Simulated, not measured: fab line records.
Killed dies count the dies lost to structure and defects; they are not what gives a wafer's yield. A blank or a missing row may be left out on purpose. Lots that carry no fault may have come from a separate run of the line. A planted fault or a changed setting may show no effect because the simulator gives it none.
Comparing a struck lot with a sound one -- flow gf180mcu -- 14 out of 602 route steps
Sound: wafers L360.1, L360.4, L360.6. Struck: wafers L373.3, L373.5 (left out: L373.1, a lot-mate that was not struck); the cause follows at the end.
Each step with rows lists, per side, the tool, then ch with its chambers, then its first start. Under that, the readings that differ: sound wafers -- struck wafers -- difference of the means -- sigmas: that difference in standard deviations of wafers without a fault.
alike: same words and numbers on both sides, and readings whose means sit less than 2 such deviations apart. not compared: any withheld reading, any reading some wafer has no value for, any bound like >300 that may hide the same value, and any number with overlapping values for which the record gives no deviation.
Wherever a step has rows on one side only, a row that says differs or no value, or a row with sigmas, the two part there. Non-overlapping numbers with no deviation appear without sigmas and do not part them. Lack of a reading on every wafer of one side parts them only where that side has two or more wafers.

first, 5 steps without rows for these wafers: GF_V1_COAT_09 (resist thk 1000 nm); GF_V1_SOFTBAKE_10 (time 60 s); GF_V1_EXPOSE_11 (exposes mask Via1, target cd 260 nm); GF_V1_PEB_12 (peb time 90 s); GF_V1_DEVELOP_13 (develop time 60 s).
GF_V1_CD_MEAS_14: target cd 260 nm.
  sound on cd_sem-02 at day 20 02:47; struck on cd_sem-02 at day 24 16:17
  alike: cd_nm
GF_V1_OVL_MEAS_15:
  sound on overlay-02 at day 20 02:55; struck on overlay-01 at day 24 16:25
  alike: V1_OVL
GF_V1_ETCH_16: etches BARC in N2/H2.
  sound on rie_diel-02 ch 0,1,3, day 20 02:57; struck on rie_diel-03 ch 3, day 24 16:26
  alike: drypump_motor_current_A, oes_product_au, throttle_valve_pct
GF_V1_ETCH_17: etches SiO2 in C4F8/O2/Ar, stops on TiN, target depth 630 nm.
  sound: rie_diel-02 ch 0,1,3; struck: rie_diel-03 ch 3
  alike: oes_product_au
GF_V1_STRIP_18: strips in O2/N2.
  sound on plasma_asher-02 ch 0,1, day 20 03:05; struck on plasma_asher-02 ch 1, day 24 16:34
  alike: drypump_motor_current_A, heater_power_w, oes_product_au
  not compared: rf_hours_counter_h
then, 2 steps without rows for these wafers: GF_V1_STRIP_19 (strips in post etch residue remover, time 1200 s); GF_V1_CLEAN_20 (cleans in DIW).
GF_V1_SPUTTER_21: material Ti, target thk 15 nm, time 80.02 s.
  sound on pvd_sputter-01 at day 20 03:37; struck on pvd_sputter-01 at day 24 17:12
reading,sound,struck,difference,sigmas
model.Ti_of_V1_SPUTTER_21.thk_nm (nm),14.76 14.85 14.91,26.19 26.1,+11.31,
  alike: cathode_dc_power_W, throttle_valve_pct
GF_V1_SPUTTER_22: material TiN, target thk 10 nm, time 40 s.
  sound on pvd_sputter-01 at day 20 03:40; struck on pvd_sputter-01 at day 24 17:16
  alike: cathode_dc_power_W, throttle_valve_pct

== WHERE THEY PART ==
Nowhere in this record.

WHY: what had been put in by the simulator
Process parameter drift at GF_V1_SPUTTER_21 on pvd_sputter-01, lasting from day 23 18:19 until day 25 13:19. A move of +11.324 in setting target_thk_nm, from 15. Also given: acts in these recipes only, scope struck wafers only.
